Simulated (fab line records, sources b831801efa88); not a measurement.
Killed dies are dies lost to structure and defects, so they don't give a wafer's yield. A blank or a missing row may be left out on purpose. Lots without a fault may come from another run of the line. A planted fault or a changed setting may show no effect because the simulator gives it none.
Problem report in the 8D (eight disciplines) form, filled by code | flow sky130 | the parts of the form that need people (team, actions taken, sign-off) are left out

1. THE PROBLEM
VIA2_HDPCVD_THK at SKY_VIA2_THK_MEAS_01 reads a mean of 782 nm on 6 wafers of 2 lots; wafers without a fault read 1184 nm with a standard deviation of 11. That is -37 standard deviations from the usual mean.
First seen on wafer L808.2, day 39 04:55, on film_metro-04. The record holds 39 wafers of 13 lots with a number at this step. Rule for "out", or "out of limits": more than 4 standard deviations from the usual mean. The other wafers with a number count as sound.

2. WHAT IT IS AND WHAT IT IS NOT
question                    | is                           | is not
which readings at this step | VIA2_HDPCVD_THK              | -
which lots                  | L808, L809                   | L796, L797, L798, L799, L802, L803, L805, L812, L814, L817, L818
which wafers of those lots  | all that have a number       | -
read on which gauges        | film_metro-01, film_metro-04 | film_metro-03
when                        | from day 39 04:55            | up to then (21 sound wafers); but 12 sound wafers of L812, L814, L817, L818 came after

3. SUSPECTS, AND WHAT RULES EACH OUT
Counting: a tool at a process step up to the reading stays a suspect if it ran every lot that is out and no sound lot after the first of them.
- the gauge at SKY_VIA2_THK_MEAS_01: ruled out. The wafers that are out were read on 2 gauges (film_metro-01, film_metro-04).
- hdpcvd-02 at SKY_VIA2_HDPCVD_00 (deposits SiO2, target thk 1180 nm, time 196.7 s): ruled out as a lasting fault. Sound lots L818 ran on it after its first lot that is out, L808 (day 39 04:47).
Left after counting: nothing in the record.

4. THE CAUSE (what the simulator had put in)
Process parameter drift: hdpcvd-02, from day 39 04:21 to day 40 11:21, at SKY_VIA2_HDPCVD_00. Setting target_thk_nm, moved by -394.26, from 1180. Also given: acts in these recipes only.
Counting ruled it out, wrongly: the rule takes a fault to strike every lot that its tool runs from its start on, and this one did not.

5. THE CHAIN OF EFFECTS, in route order
Each row: a reading whose mean over the struck wafers that have a number lies more than 3 standard deviations from the usual. Only readings for which the record gives a usual standard deviation are gone through. hours: the time from each lot's start at the first step in this table that gives one to its start at this step, as a median over the lots. sigmas: the change in usual standard deviations.
hours | step                 | reading         | usual   | on struck wafers | change | sigmas
0     | SKY_VIA2_THK_MEAS_01 | VIA2_HDPCVD_THK | 1184 nm | 782              | -402   | -37

6. WHAT WOULD HAVE CAUGHT IT SOONER
In this record the first reading out of limits at a measuring or inspecting step was taken at day 39 04:55, 1 hour after the fault began at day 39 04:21.
